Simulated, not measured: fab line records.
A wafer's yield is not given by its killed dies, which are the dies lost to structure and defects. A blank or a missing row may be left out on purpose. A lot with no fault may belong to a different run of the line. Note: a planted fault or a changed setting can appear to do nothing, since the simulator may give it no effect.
fab line records -- flow sky130
[record] lots = 12, wafers = 36, last-day = 49
route steps=708 shown POLY_GATE@227 LDD_P@265 SPACER@304 PAD_OPEN@708
lots untouched by any fault: they come from a run of this same line in which no faults occurred
start-h: hours from the record's opening day to when the first of the lot's shown wafers began -- wait-h: hours elapsed since this lot's preceding step -- " unchanged from the row above -- L1.1+2: one row covering several wafers at once -- - no value, or no start was given -- * or withheld: withheld -- < > ~ a bound
route shown NAME@n: a module of which the file shows steps, and the number in the route of the first -- usual: mean/standard deviation of fault-free wafers -- same: alike in all rows -- chamber/n: place in a boat -- sites: the reading at each site -- _std_site: how widely they spread, as a standard deviation -- _edge_site: inner sites' mean taken away from outer sites' mean -- radius-mm: how far each site lies from the wafer's centre -- mask NAME#n: copy n -- behind: the tool/chamber that last shaped the wafer -- hold: why the lot was held/for how many hours/how that ended -- device: which transistor (n, p or np) failed to switch -- end of line: the tests these same wafers got at the end of their route -- a step with no rows: only its recipe -- killed: the dies lost at the first sort to structure and to defects; this is not the yield of the wafer -- map: shows each die of a wafer: x if killed, . if not, _ if none is there
set.NAME: the setting the step ran with; set.NAME@STEP: the setting that earlier step ran with -- model.NAME: the simulator's own value behind a step, which no gauge read
steps of the route over a sample of lots; a table a step, a row a wafer
services: the hour from which a tool's chamber was out of use, counted from the record's first day as start-h (under 0 if before that day), plus the number of hours and why
[[steps]]
[step SKY_POLY_GATE_CD_MEAS_13]
[recipe] target-cd-nm = 150
[usual] cd-nm = 150.2/1.1
lot.wafer,tool,chamber,start-h,wait-h,cd-nm
L906.2,cd-sem-01,-,368.00,-,151.0
L906.4,cd-sem-01,-,368.00,-,151.1
L906.5,cd-sem-01,-,368.00,-,150.0
L908.1,cd-sem-01,-,389.59,-,146.5
L908.2,cd-sem-01,-,389.59,-,148.0
L908.6,cd-sem-01,-,389.59,-,149.4
L910.2,cd-sem-01,-,410.61,-,149.5
L910.5,cd-sem-01,-,410.61,-,150.5
L910.6,cd-sem-01,-,410.61,-,149.4
L911.1,cd-sem-01,-,417.92,-,149.6
L911.3,cd-sem-01,-,417.92,-,150.1
L911.6,cd-sem-01,-,417.92,-,151.0
L915.1,cd-sem-01,-,452.49,-,149.2
L915.3,cd-sem-01,-,452.49,-,149.3
L915.4,cd-sem-01,-,452.49,-,149.4
L916.1,cd-sem-02,-,473.27,-,149.7
L916.3,cd-sem-02,-,473.27,-,151.2
L916.5,cd-sem-02,-,473.27,-,150.5
L923.2,cd-sem-01,-,530.54,-,150.6
L923.3,cd-sem-01,-,530.54,-,150.0
L923.6,cd-sem-01,-,530.54,-,150.0
L922.3,cd-sem-02,-,530.83,-,150.3
L922.5,cd-sem-02,-,530.83,-,151.1
L922.6,cd-sem-02,-,530.83,-,149.3
L920.1,cd-sem-01,-,531.26,-,150.2
L920.4,cd-sem-01,-,531.26,-,149.9
L920.5,cd-sem-01,-,531.26,-,149.5
L925.1,cd-sem-01,-,541.09,-,149.5
L925.4,cd-sem-01,-,541.09,-,150.0
L925.5,cd-sem-01,-,541.09,-,149.8
L926.3,cd-sem-01,-,545.61,-,151.3
L926.5,cd-sem-01,-,545.61,-,151.5
L926.6,cd-sem-01,-,545.61,-,150.0
L927.3,cd-sem-02,-,554.38,-,150.8
L927.4,cd-sem-02,-,554.38,-,151.4
L927.6,cd-sem-02,-,554.38,-,150.8
[step SKY_POLY_GATE_OVL_MEAS_14]
[usual] POLY_GATE_OVL = 0/5.5
lot.wafer,tool,chamber,start-h,wait-h,POLY_GATE_OVL[nm]
L906.2,overlay-01,-,368.10,0.1,-4
L906.4,overlay-01,-,368.10,0.1,-3
L906.5,overlay-01,-,368.10,0.1,-6
L908.1,overlay-01,-,389.71,0.1,4
L908.2,overlay-01,-,389.71,0.1,4
L908.6,overlay-01,-,389.71,0.1,10
L910.2,overlay-02,-,410.71,0.1,-7
L910.5,overlay-02,-,410.71,0.1,-10
L910.6,overlay-02,-,410.71,0.1,-16
L911.1,overlay-01,-,418.04,0.1,-8
L911.3,overlay-01,-,418.04,0.1,-2
L911.6,overlay-01,-,418.04,0.1,-8
L915.1,overlay-01,-,452.61,0.1,5
L915.3,overlay-01,-,452.61,0.1,7
L915.4,overlay-01,-,452.61,0.1,-3
L916.1,overlay-02,-,473.39,0.1,4
L916.3,overlay-02,-,473.39,0.1,1
L916.5,overlay-02,-,473.39,0.1,-1
L923.2,overlay-02,-,530.65,0.1,-3
L923.3,overlay-02,-,530.65,0.1,-10
L923.6,overlay-02,-,530.65,0.1,-9
L922.3,overlay-01,-,530.92,0.1,1
L922.5,overlay-01,-,530.92,0.1,2
L922.6,overlay-01,-,530.92,0.1,4
L920.1,overlay-01,-,531.38,0.1,6
L920.4,overlay-01,-,531.38,0.1,-4
L920.5,overlay-01,-,531.38,0.1,6
L925.1,overlay-01,-,541.21,0.1,5
L925.4,overlay-01,-,541.21,0.1,5
L925.5,overlay-01,-,541.21,0.1,5
L926.3,overlay-01,-,545.71,0.1,0
L926.5,overlay-01,-,545.71,0.1,3
L926.6,overlay-01,-,545.71,0.1,5
L927.3,overlay-01,-,554.47,0.1,4
L927.4,overlay-01,-,554.47,0.1,-2
L927.6,overlay-01,-,554.47,0.1,1
[step SKY_LDD_P_STRIP_10]
[recipe] chemistry = O2/N2, power-w = 1400, pressure-mtorr = 1500, platen-temp-c = withheld, o2-flow-sccm = 3000, n2-flow-sccm = 300, overash-fraction = 0.5
[usual] drypump-motor-current-A = 6.0/0.34, oes-product-au = 0.716/0.0041, strip-time-to-endpoint-s = 14.17/0.049
[same] overash-fraction = 0.5
lot.wafer,tool,chamber,start-h,wait-h,drypump-motor-current-A,oes-product-au,rf-hours-counter-h,strip-time-to-endpoint-s
L906.2,plasma-asher-04,1,435.43,0.1,5.6,0.718,73,14.18
L906.4,plasma-asher-04,1,435.43,0.1,5.6,0.718,-,14.19
L906.5,plasma-asher-04,0,435.43,0.1,6.2,0.721,-,14.23
L908.1,plasma-asher-04,0,454.60,0.1,6.2,0.713,75,14.20
L908.2,plasma-asher-04,1,454.60,0.1,5.6,0.716,75,14.30
L908.6,plasma-asher-04,1,454.60,0.1,5.6,0.711,-,14.25
L910.2,plasma-asher-03,0,474.23,0.1,6.3,0.715,2,14.19
L910.5,plasma-asher-03,1,474.23,0.1,5.9,0.719,-,14.22
L910.6,plasma-asher-03,0,474.23,0.1,6.3,0.712,-,14.19
L911.1,plasma-asher-01,0,482.60,0.1,5.4,0.719,35,14.27
L911.3,plasma-asher-01,0,482.60,0.1,5.4,0.710,-,14.20
L911.6,plasma-asher-01,0,482.60,0.1,5.4,0.714,-,14.17
L915.1,plasma-asher-04,1,517.21,0.1,5.5,0.712,82,14.10
L915.3,plasma-asher-04,1,517.21,0.1,5.5,0.721,-,14.13
L915.4,plasma-asher-04,0,517.21,0.1,6.2,0.716,-,14.12
L916.1,plasma-asher-03,0,537.20,0.1,6.3,0.717,7,14.21
L916.3,plasma-asher-03,1,537.20,0.1,5.9,0.708,-,14.17
L916.5,plasma-asher-03,1,537.20,0.1,5.9,0.711,-,14.19
L923.2,plasma-asher-03,0,592.50,0.1,6.3,0.717,13,14.15
L923.3,plasma-asher-03,1,592.50,0.1,5.9,0.708,-,14.15
L923.6,plasma-asher-03,0,592.50,0.1,6.3,0.713,-,14.16
L922.3,plasma-asher-03,0,593.69,0.1,6.3,0.718,-,14.12
L922.5,plasma-asher-03,1,593.69,0.1,5.9,0.715,-,14.18
L922.6,plasma-asher-03,0,593.69,0.1,6.3,0.713,-,14.09
L920.1,plasma-asher-01,0,594.00,0.1,5.4,0.711,46,14.19
L920.4,plasma-asher-01,1,594.00,0.1,6.2,0.719,-,14.14
L920.5,plasma-asher-01,0,594.00,0.1,5.4,0.713,-,14.16
L925.1,plasma-asher-04,1,603.98,0.1,5.6,0.711,91,14.21
L925.4,plasma-asher-04,0,603.98,0.1,6.2,0.718,-,14.21
L925.5,plasma-asher-04,0,603.98,0.1,6.2,0.711,-,14.17
L926.3,plasma-asher-04,0,608.86,0.1,6.2,0.713,-,14.09
L926.5,plasma-asher-04,1,608.86,0.1,5.5,0.719,-,14.09
L926.6,plasma-asher-04,0,608.86,0.1,6.2,0.714,-,14.06
L927.3,plasma-asher-04,0,616.43,0.1,6.2,0.716,-,14.18
L927.4,plasma-asher-04,1,616.43,0.1,5.5,0.718,-,14.12
L927.6,plasma-asher-04,1,616.43,0.1,5.5,0.715,-,14.19
[step SKY_SPACER_CVD_00]
[recipe] material = Si3N4, precursor = DCS/NH3, target-thk-nm = 43.1, temp-c = 770, time-s = 740, pressure-mtorr = 250
[usual] spike-tc-bottom-C = 791.2/1, spike-tc-centre-C = 772.3/1.2, spike-tc-lower-C = 770.9/2.1, spike-tc-top-C = 783.0/2, spike-tc-upper-C = 770.4/1, susceptor-temp-C = 770.0/0.33, zone-power-bottom-pct = 20.51/0.21, zone-power-centre-pct = 12.95/0.22, zone-power-lower-pct = 13.46/0.15, zone-power-top-pct = 24.4/0.58
[same] time-s = 740
lot.wafer,tool,chamber,start-h,wait-h,spike-tc-bottom-C,spike-tc-centre-C,spike-tc-lower-C,spike-tc-top-C,spike-tc-upper-C,susceptor-temp-C,zone-power-bottom-pct,zone-power-centre-pct,zone-power-lower-pct,zone-power-top-pct
L906.2,lpcvd-02,1,528.22,0.0,792.5,769.6,768.9,781.1,770.8,770.0,20.41,12.97,13.37,23.6
L906.4,lpcvd-02,1,528.22,0.0,789.4,772.0,767.4,781.2,771.2,770.1,20.26,13.18,13.43,23.6
L906.5,lpcvd-02,1,528.22,0.0,791.3,771.5,767.8,780.7,771.1,769.6,20.57,13.23,13.58,23.5
L908.1,lpcvd-02,0,546.97,0.0,792.7,771.6,774.0,784.3,767.7,770.2,20.42,12.49,13.64,24.7
L908.2,lpcvd-02,0,546.97,0.0,790.5,770.8,771.7,784.7,769.8,769.3,20.83,12.93,13.29,24.5
L908.6,lpcvd-02,0,546.97,0.0,791.3,772.1,772.7,785.2,771.9,770.0,19.99,12.71,13.59,24.7
L910.2,lpcvd-02,0,566.22,0.0,790.0,772.5,772.7,784.3,771.1,770.4,20.46,13.07,13.49,25.2
L910.5,lpcvd-02,0,566.22,0.0,789.1,772.8,772.8,784.1,769.7,770.2,20.28,12.58,13.20,24.7
L910.6,lpcvd-02,0,566.22,0.0,791.3,771.1,771.3,785.5,769.2,769.6,20.32,12.91,13.26,24.4
L911.1,lpcvd-02,0,573.09,0.2,790.7,775.2,770.3,784.3,772.8,769.9,20.74,12.95,13.57,25.0
L911.3,lpcvd-02,0,573.09,0.2,789.4,773.7,772.0,782.9,770.2,770.1,20.79,12.80,13.30,24.7
L911.6,lpcvd-02,0,573.09,0.2,789.7,773.8,772.5,784.4,771.5,770.3,20.12,12.70,13.53,24.9
L915.1,lpcvd-02,0,606.84,0.2,791.2,772.4,773.1,784.5,772.4,769.7,20.31,12.77,13.47,24.8
L915.3,lpcvd-02,0,606.84,0.2,790.1,773.8,771.4,784.1,769.7,769.6,20.45,12.87,13.22,24.4
L915.4,lpcvd-02,0,606.84,0.2,791.7,770.4,770.7,784.7,769.5,769.4,20.77,12.83,13.48,24.6
L916.1,lpcvd-02,1,626.47,0.0,791.4,772.0,766.8,781.0,771.2,770.2,20.66,13.24,13.31,23.9
L916.3,lpcvd-02,1,626.47,0.0,793.7,771.3,768.3,780.2,768.7,769.8,20.61,13.08,13.76,23.5
L916.5,lpcvd-02,1,626.47,0.0,791.4,770.0,767.8,782.7,769.4,770.1,20.75,13.50,13.46,23.5
L923.2,lpcvd-02,0,679.10,0.4,790.6,770.5,771.8,785.3,770.6,769.7,20.03,12.83,13.30,25.3
L923.3,lpcvd-02,0,679.10,0.4,792.0,772.6,772.7,784.3,770.2,770.4,20.22,12.95,13.20,25.3
L923.6,lpcvd-02,0,679.10,0.4,788.6,774.5,774.2,785.1,770.6,769.9,20.43,12.89,13.34,24.4
L922.3,lpcvd-02,0,680.30,0.7,791.1,772.6,773.1,784.5,771.4,770.5,20.41,12.90,13.43,24.6
L922.5,lpcvd-02,0,680.30,0.7,791.3,771.2,771.6,784.5,771.1,769.9,20.55,13.06,13.60,24.7
L922.6,lpcvd-02,0,680.30,0.7,792.1,774.6,772.4,783.6,770.9,770.4,20.27,13.01,13.39,24.5
L920.1,lpcvd-02,1,681.59,0.0,791.5,773.0,770.8,778.8,769.1,770.2,20.66,13.29,13.49,23.9
L920.4,lpcvd-02,1,681.59,0.0,790.9,772.4,767.4,780.6,771.1,770.0,20.63,12.93,13.45,23.6
L920.5,lpcvd-02,1,681.59,0.0,791.0,773.7,767.6,780.4,769.0,770.1,20.45,13.17,13.57,23.4
L925.1,lpcvd-02,1,690.72,0.0,830.7,809.3,807.0,816.9,809.2,808.6,22.45,14.40,14.87,25.2
L925.4,lpcvd-02,1,690.72,0.0,830.5,809.3,808.2,817.2,808.5,808.8,22.81,14.69,15.10,24.8
L925.5,lpcvd-02,1,690.72,0.0,829.0,810.5,808.5,819.2,808.9,808.4,22.60,14.59,14.49,25.5
L926.3,lpcvd-02,0,695.27,0.0,830.0,811.8,812.3,823.1,808.5,808.6,22.56,13.99,14.55,26.8
L926.5,lpcvd-02,0,695.27,0.0,828.0,811.4,809.7,821.6,806.8,808.8,22.86,13.73,14.81,26.5
L926.6,lpcvd-02,0,695.27,0.0,829.6,809.8,812.4,821.5,808.7,808.8,22.77,14.24,14.43,26.5
L927.3,lpcvd-02,0,701.82,0.0,832.1,811.8,809.0,821.2,810.1,808.5,23.04,13.98,14.68,26.4
L927.4,lpcvd-02,0,701.82,0.0,828.3,811.2,811.2,821.2,807.6,808.3,22.73,14.14,14.64,26.8
L927.6,lpcvd-02,0,701.82,0.0,828.9,810.6,811.8,822.0,808.2,808.1,22.78,13.68,14.64,26.3
[step SKY_SPACER_THK_MEAS_01]
[recipe] reads = Si3N4_of_SPACER_CVD_00
[usual] SPACER_CVD_00_THK = 42.8/0.47
lot.wafer,tool,chamber,start-h,wait-h,hold,SPACER_CVD_00_THK[nm]
L906.2,film-metro-04,-,529.43,0.0,-,42.8
L906.4,film-metro-04,-,529.43,0.0,-,42.7
L906.5,film-metro-04,-,529.43,0.0,-,42.8
L908.1,film-metro-03,-,548.18,0.0,-,42.6
L908.2,film-metro-03,-,548.18,0.0,-,42.7
L908.6,film-metro-03,-,548.18,0.0,-,43.2
L910.2,film-metro-04,-,567.44,0.0,-,42.4
L910.5,film-metro-04,-,567.44,0.0,-,42.6
L910.6,film-metro-04,-,567.44,0.0,-,42.3
L911.1,film-metro-03,-,574.29,0.0,-,42.6
L911.3,film-metro-03,-,574.29,0.0,-,42.8
L911.6,film-metro-03,-,574.29,0.0,-,42.8
L915.1,film-metro-04,-,608.04,0.0,-,43.7
L915.3,film-metro-04,-,608.04,0.0,-,43.5
L915.4,film-metro-04,-,608.04,0.0,-,43.4
L916.1,film-metro-04,-,627.67,0.0,-,42.7
L916.3,film-metro-04,-,627.67,0.0,-,42.7
L916.5,film-metro-04,-,627.67,0.0,-,42.2
L923.2,film-metro-04,-,680.31,0.0,-,42.4
L923.3,film-metro-04,-,680.31,0.0,-,42.7
L923.6,film-metro-04,-,680.31,0.0,-,42.6
L922.3,film-metro-03,-,681.53,0.0,-,43.0
L922.5,film-metro-03,-,681.53,0.0,-,43.0
L922.6,film-metro-03,-,681.53,0.0,-,43.3
L920.1,film-metro-03,-,683.40,0.0,-,42.7
L920.4,film-metro-03,-,683.40,0.0,-,43.0
L920.5,film-metro-03,-,683.40,0.0,-,43.4
L925.1,film-metro-02,-,691.93,0.0,await-dispo/0.2h/release,75.1
L925.4,film-metro-02,-,691.93,0.0,await-dispo/0.2h/release,75.1
L925.5,film-metro-02,-,691.93,0.0,await-dispo/0.2h/release,75.0
L925.1,film-metro-02,-,692.16,0.2,-,75.1
L925.4,film-metro-02,-,692.16,0.2,-,75.0
L925.5,film-metro-02,-,692.16,0.2,-,75.1
L926.3,film-metro-02,-,696.49,0.0,await-dispo/0.2h/release,74.7
L926.5,film-metro-02,-,696.49,0.0,await-dispo/0.2h/release,74.9
L926.6,film-metro-02,-,696.49,0.0,await-dispo/0.2h/release,74.6
L926.3,film-metro-02,-,696.72,0.2,-,74.7
L926.5,film-metro-02,-,696.72,0.2,-,74.9
L926.6,film-metro-02,-,696.72,0.2,-,74.7
L927.3,film-metro-02,-,703.05,0.0,await-dispo/0.2h/release,75.6
L927.4,film-metro-02,-,703.05,0.0,await-dispo/0.2h/release,75.3
L927.6,film-metro-02,-,703.05,0.0,await-dispo/0.2h/release,75.3
L927.3,film-metro-02,-,703.28,0.2,-,75.6
L927.4,film-metro-02,-,703.28,0.2,-,75.3
L927.6,film-metro-02,-,703.28,0.2,-,75.2
[step SKY_PAD_OPEN_PROBE_99]
[usual] defect-limited-yield = 82.5/2.1, killed_at_M0_to_M3 = 43/7.7, killed_at_M4_up = 3.4/1.9, killed-at-contacts = 25/5.6, killed-at-front-end = 14/4.3, killed-at-other = 0.2/0.5, killed-dies = 86/10, killed-open = 47/7.2, killed-short = 39/6.7, sort_bin_3_pad_short = 0.9/0.46, sort_bin_5_function = 10.4/1.5, sort_bin_6_memory = 6.2/1.2, sort-n-pass = 406/10, sort-yield-pct = 82.5/2.1
[same] gross-dies = 492, killed-at-back-side = 0, sort_bin_4_leakage[%] = 0, sort_bin_8_speed[%] = 0
lot.wafer,tool,chamber,start-h,wait-h,defect-limited-yield[%],killed_at_M0_to_M3,killed_at_M4_up,killed-at-contacts,killed-at-front-end,killed-at-other,killed-dies,killed-open,killed-short,sort_bin_3_pad_short[%],sort_bin_5_function[%],sort_bin_6_memory[%],sort-n-pass,sort-yield-pct[%]
L911.1,prober-01,-,1109.11,0.1,84.1,46,3,18,11,0,78,40,38,1.8,9.6,4.5,414,84.1
L911.3,prober-01,-,1109.21,0.2,81.5,44,2,34,11,0,91,55,36,0.2,12.2,6.1,401,81.5
L911.6,prober-01,-,1109.36,0.2,87.2,35,2,18,8,0,63,32,31,0.6,7.1,5.1,429,87.2
L915.1,prober-01,-,1130.86,0.1,80.1,58,4,15,21,0,98,53,45,1.2,9.8,8.9,394,80.1
L915.4,prober-01,-,1131.01,0.2,79.5,43,3,28,27,0,101,61,40,1.2,12.4,6.9,391,79.5
L920.1,prober-02,-,1178.29,0.1,81.7,55,3,20,12,0,90,47,43,1.2,10.4,6.7,402,81.7
L920.4,prober-02,-,1178.44,0.2,81.5,40,5,28,18,0,91,45,46,0.8,10.8,6.9,401,81.5
L920.5,prober-02,-,1178.49,0.2,81.1,43,2,32,16,0,93,48,45,0.4,11.0,7.5,399,81.1
// killed by level:class
L911.1 VIA1:geometric-particle:open=9 CONTACT:geometric-particle:open=9 VIA3:geometric-particle:open=8 POLY_GATE:geometric-particle:short=7 VIA2:geometric-particle:open=6 METAL2:geometric-particle:short=5 VIA3:geometric-particle:short=5 LOCAL_INTERCONNECT:geometric-particle:short=4
L911.3 VIA1:geometric-particle:open=13 CONTACT:geometric-particle:open=11 LI_CONTACT:geometric-particle:open=9 VIA1:geometric-particle:short=7 METAL2:geometric-particle:open=6 LOCAL_INTERCONNECT:geometric-particle:short=5 POLY_GATE:geometric-particle:open=4 LI_CONTACT:geometric-particle:short=4
L911.6 VIA1:geometric-particle:open=12 CONTACT:geometric-particle:open=7 LOCAL_INTERCONNECT:geometric-particle:short=5 POLY_GATE:geometric-particle:short=4 METAL1:geometric-particle:short=4 METAL3:geometric-particle:short=4 CONTACT:geometric-particle:short=3 VIA2:geometric-particle:short=3
L915.1 VIA1:geometric-particle:open=19 METAL1:geometric-particle:short=11 VIA3:geometric-particle:open=6 FIELD_ISO:geometric-particle:short=5 POLY_GATE:geometric-particle:short=5 LI_CONTACT:geometric-particle:open=5 METAL2:geometric-particle:short=5 VIA1:geometric-particle:short=5
L915.4 VIA1:geometric-particle:open=15 FIELD_ISO:geometric-particle:open=11 CONTACT:geometric-particle:short=7 METAL1:geometric-particle:short=7 LI_CONTACT:geometric-particle:open=6 CONTACT:geometric-particle:open=6 VIA2:geometric-particle:open=6 FIELD_ISO:geometric-particle:short=5
L920.1 CONTACT:geometric-particle:open=9 VIA2:geometric-particle:open=9 VIA1:geometric-particle:open=7 VIA1:geometric-particle:short=6 METAL1:geometric-particle:short=6 METAL2:geometric-particle:short=6 VIA3:geometric-particle:short=5 VIA3:geometric-particle:open=4
L920.4 CONTACT:geometric-particle:open=10 LI_CONTACT:geometric-particle:open=9 FIELD_ISO:geometric-particle:short=7 METAL1:geometric-particle:short=7 VIA2:geometric-particle:open=7 VIA1:geometric-particle:open=7 VIA1:geometric-particle:short=5 METAL2:geometric-particle:short=5
L920.5 VIA1:geometric-particle:open=12 CONTACT:geometric-particle:open=9 LI_CONTACT:geometric-particle:open=7 VIA1:geometric-particle:short=7 LOCAL_INTERCONNECT:geometric-particle:short=6 CONTACT:geometric-particle:short=5 METAL2:geometric-particle:short=5 FIELD_ISO:geometric-particle:open=4
[[services]]
tool,chamber,start-h,hours,kind
plasma-asher-03,-,421.25,9.0,pm
plasma-asher-03,0,421.25,9.0,vent-cycle
plasma-asher-03,1,421.25,9.0,vent-cycle
plasma-asher-03,0,430.25,-,clean
plasma-asher-03,1,430.25,-,clean
plasma-asher-01,-,437.47,4.3,pm
plasma-asher-03,-,439.66,22.2,repair
plasma-asher-03,-,463.42,3.4,repair
plasma-asher-04,-,480.54,1.2,repair
plasma-asher-03,-,527.49,4.7,repair
plasma-asher-01,-,529.21,0.6,repair
plasma-asher-03,-,579.54,2.8,pm
plasma-asher-04,-,616.64,4.3,repair
plasma-asher-03,-,648.99,1.8,repair
plasma-asher-01,-,690.61,2.8,pm
[[key]]
[first-sign] step = SKY_SPACER_CVD_00, reading = susceptor-temp-C, direction = up, sigmas = 99+, usual = *, struck = *
[effect] step = SKY_SPACER_CVD_00, reading = spike-tc-bottom-C, direction = up, sigmas = 38, usual = 791.2, struck = 829.7
[effect] step = SKY_SPACER_THK_MEAS_01, reading = visit, direction = added
[effect] step = SKY_SPACER_THK_MEAS_01, reading = SPACER_CVD_00_THK, direction = up, sigmas = 69, usual = 42.8, struck = 75.1
met-at SKY_SPACER_CVD_00
struck-lots L925,L926,L927
scrapped-behind SKY_SPACER_THK_MEAS_01 L925.1,L925.4,L925.5,L926.3,L926.5,L926.6,L927.3,L927.4,L927.6
not-acting-at SKY_POLY_GATE_CD_MEAS_13,SKY_POLY_GATE_OVL_MEAS_14,SKY_LDD_P_STRIP_10
onset-between 681.59 690.72
[fault] kind = process-parameter-drift, tool = lpcvd-02, chamber = -, onset-h = 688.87, steps = SKY_SPACER_CVD_00, channel = temp-c, offset = *, shape = step, end-h = 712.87, acts-in = *, stated = *
